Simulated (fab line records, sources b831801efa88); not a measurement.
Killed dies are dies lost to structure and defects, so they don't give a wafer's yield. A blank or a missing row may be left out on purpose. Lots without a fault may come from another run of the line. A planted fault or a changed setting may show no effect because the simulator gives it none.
Which tool did it? | flow sky130 | 14 lots, 42 wafers sampled, at 4 steps of a route of 708

WHAT THE GAUGES READ, wafer by wafer
SKY_VT_ADJUST_LVTN_OVL_MEAS_07.
lot  | measured     | on         | VT_ADJUST_LVTN_OVL (nm)
L720 | day 7 00:36  | overlay-02 | 3.4 2.8 4.2
L719 | day 7 00:45  | overlay-01 | 1.1 1.7 1.0
L722 | day 7 14:24  | overlay-02 | 2.6 2.6 1.0
L723 | day 7 18:01  | overlay-01 | -0.4 -1.5 -1.9
L724 | day 8 00:21  | overlay-02 | 2.1 2.2 2.6
L725 | day 8 16:37  | overlay-02 | 2.8 2.4 2.9
L726 | day 8 20:33  | overlay-01 | 0.5 0.8 0.8
L727 | day 9 03:30  | overlay-02 | 5.3 2.3 2.8
L728 | day 9 09:34  | overlay-01 | 1.2 1.5 1.4
L729 | day 9 12:33  | overlay-01 | 1.4 2.8 1.5
L731 | day 10 04:51 | overlay-02 | 4.3 3.8 3.8
L732 | day 10 15:16 | overlay-02 | 2.9 4.2 2.1
L735 | day 11 14:07 | overlay-02 | 2.9 2.9 2.3
L736 | day 11 14:28 | overlay-02 | 1.7 1.8 2.0

SKY_LDD_N_OVL_MEAS_07.
lot  | measured     | on         | LDD_N_OVL (nm)
L720 | day 17 19:42 | overlay-02 | 0.6 0.8 1.1
L719 | day 17 15:40 | overlay-01 | -0.7 -0.9 -0.7
L722 | day 18 15:27 | overlay-01 | -2.0 -2.8 -1.2
L723 | day 18 20:19 | overlay-01 | -0.5 0.6 -0.1
L724 | day 19 16:27 | overlay-01 | -0.6 -0.6 0.1
L725 | day 20 03:58 | overlay-01 | 0.2 -0.6 -1.2
L726 | day 20 13:39 | overlay-01 | 0.0 0.7 -0.8
L727 | day 20 22:43 | overlay-02 | 2.3 1.6 1.4
L728 | day 21 08:01 | overlay-02 | 1.1 0.4 0.3
L729 | day 21 11:40 | overlay-01 | -1.4 -2.0 -0.5
L731 | day 22 04:57 | overlay-02 | -1.3 -1.2 -1.5
L732 | day 22 21:30 | overlay-02 | -5.3 -2.4 -3.0
L735 | day 24 00:07 | overlay-02 | 0.8 1.0 0.6
L736 | day 24 02:46 | overlay-01 | -3.6 -2.7 -3.1

SKY_LDD_LDN_TW_MEAS_13.
lot  | measured     | on            | LDD_LDN_TW
L720 | day 22 23:48 | film_metro-01 | 1483 1488 1493
L719 | day 22 18:35 | film_metro-03 | 1478 1475 1481
L722 | day 24 00:11 | film_metro-01 | 1487 1481 1489
L723 | day 24 00:29 | film_metro-01 | 1487 1481 1479
L724 | day 24 19:29 | film_metro-02 | 1488 1500 1496
L725 | day 25 07:25 | film_metro-03 | 1471 1471 1480
L726 | day 25 14:57 | film_metro-02 | 1485 1492 1498
L727 | day 25 23:54 | film_metro-02 | 1494 1491 1488
L728 | day 26 10:24 | film_metro-03 | 1494 1486 1492
L729 | day 26 11:42 | film_metro-01 | 1490 1486 1485
L731 | day 27 06:29 | film_metro-03 | 1485 1485 1494
L732 | day 27 21:56 | film_metro-01 | 1478 1486 1479
L735 | day 28 22:45 | film_metro-01 | 1488 1484 1494
L736 | day 29 01:33 | film_metro-03 | 1476 1484 1484

WHICH TOOL RAN EACH LOT (tool, then ch and the chambers of the sampled wafers, then the start)
lot  | SKY_FIELD_ISO_ETCH_17
L720 | rie_si-02 ch 0,3, day 2 10:41
L719 | rie_si-01 ch 0,1,3, day 2 10:49
L722 | rie_si-02 ch 0,2,3, day 2 19:56
L723 | rie_si-01 ch 0,3, day 3 00:26
L724 | rie_si-02 ch 1,2,3, day 3 05:19
L725 | rie_si-02 ch 0,2, day 3 13:23
L726 | rie_si-01 ch 1,3, day 3 20:07
L727 | rie_si-01 ch 1,3, day 4 02:28
L728 | rie_si-02 ch 0,2,3, day 4 06:59
L729 | rie_si-01 ch 0,1,3, day 4 09:19
L731 | rie_si-01 ch 1,3, day 4 21:13
L732 | rie_si-02 ch 0,1,2, day 5 03:58
L735 | rie_si-01 ch 1,3, day 5 20:10
L736 | rie_si-01 ch 0,3, day 6 00:49
- SKY_FIELD_ISO_ETCH_17: etches Si in HBr/Cl2/O2, target depth 342 nm, time 97.7 s.

WHAT THE TOOLS THEMSELVES READ (means of the sampled wafers that have a number; where no wafer has one, the mark that the record gives instead)
SKY_FIELD_ISO_ETCH_17.
lot  | tool      | drypump_motor_current_A (A) | he_backside_leak_sccm (sccm) | oes_product_au (a.u.) | throttle_valve_pct (%)
L720 | rie_si-02 | 5.61                        | 2.87                         | 0.998                 | 25.660
L719 | rie_si-01 | 5.43                        | 3.06                         | 1.003                 | 25.641
L722 | rie_si-02 | 5.68                        | 2.98                         | 0.996                 | 25.658
L723 | rie_si-01 | 5.37                        | 3.01                         | 1.002                 | 25.659
L724 | rie_si-02 | 5.53                        | 2.88                         | 0.999                 | 25.649
L725 | rie_si-02 | 5.93                        | 2.90                         | 1.002                 | 25.656
L726 | rie_si-01 | 5.60                        | 3.05                         | 1.011                 | 25.651
L727 | rie_si-01 | 5.61                        | 2.99                         | 1.006                 | 25.648
L728 | rie_si-02 | 5.69                        | 2.99                         | 0.999                 | 25.647
L729 | rie_si-01 | 5.41                        | 3.06                         | 1.009                 | 25.656
L731 | rie_si-01 | 5.63                        | 3.05                         | 1.002                 | 25.654
L732 | rie_si-02 | 5.76                        | 2.87                         | 1.004                 | 25.662
L735 | rie_si-01 | 5.48                        | 3.00                         | 0.821                 | 25.773
L736 | rie_si-01 | 5.54                        | 2.96                         | 0.812                 | 25.785

THE ANSWER, worked out from the rows above alone
Rule: what is usual is taken from the lots themselves. Put in order of their means at a reading, lots are off if they are a third of the lots or fewer, leave a main group of 4 or more, and stand apart from it by a gap of 3 or more times the standard deviation of the main group's means; of several such gaps the widest counts. A main group whose means are all the same, to the digits that the tables above print for the reading, isn't used. A lot without any number at a reading at which 4 lots or more have one is off too. The other lots that the step has rows for count as sound. The gauges are gone through in route order, then the tools' own readings, and for those a lot's mean is taken as printed above. The first step at which some lot is off is used, and at that step the reading that is off furthest; a lot without a number counts as furthest.
Off: L735, L736, at SKY_FIELD_ISO_ETCH_17 (oes_product_au). The main group: mean 1.003 a.u., standard deviation 0.0043.
A tool fits if, at that step or a process step before it, it ran every lot that is off, and no sound lot after the first of them. One fits: rie_si-01 at SKY_FIELD_ISO_ETCH_17. Its last sound lot is L731 (day 4 21:13), its first lot that is off L735 (day 5 20:10): a fault that began between those two fits.
The tool's own readings at SKY_FIELD_ISO_ETCH_17 bear it out: on the lots that are off they differ by more than 5 times the standard deviation of the sound lots' means. oes_product_au reads 0.817 a.u. there against 1.003 a.u. on the sound lots; throttle_valve_pct reads 25.779 % there against 25.653 % on the sound lots.

WHAT THE SIMULATOR HAD PUT IN
Process parameter drift: rie_si-01, from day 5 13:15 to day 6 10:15, at SKY_FIELD_ISO_ETCH_17. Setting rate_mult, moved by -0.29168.
Lots struck among those shown: L735, L736. The rule above found the same.
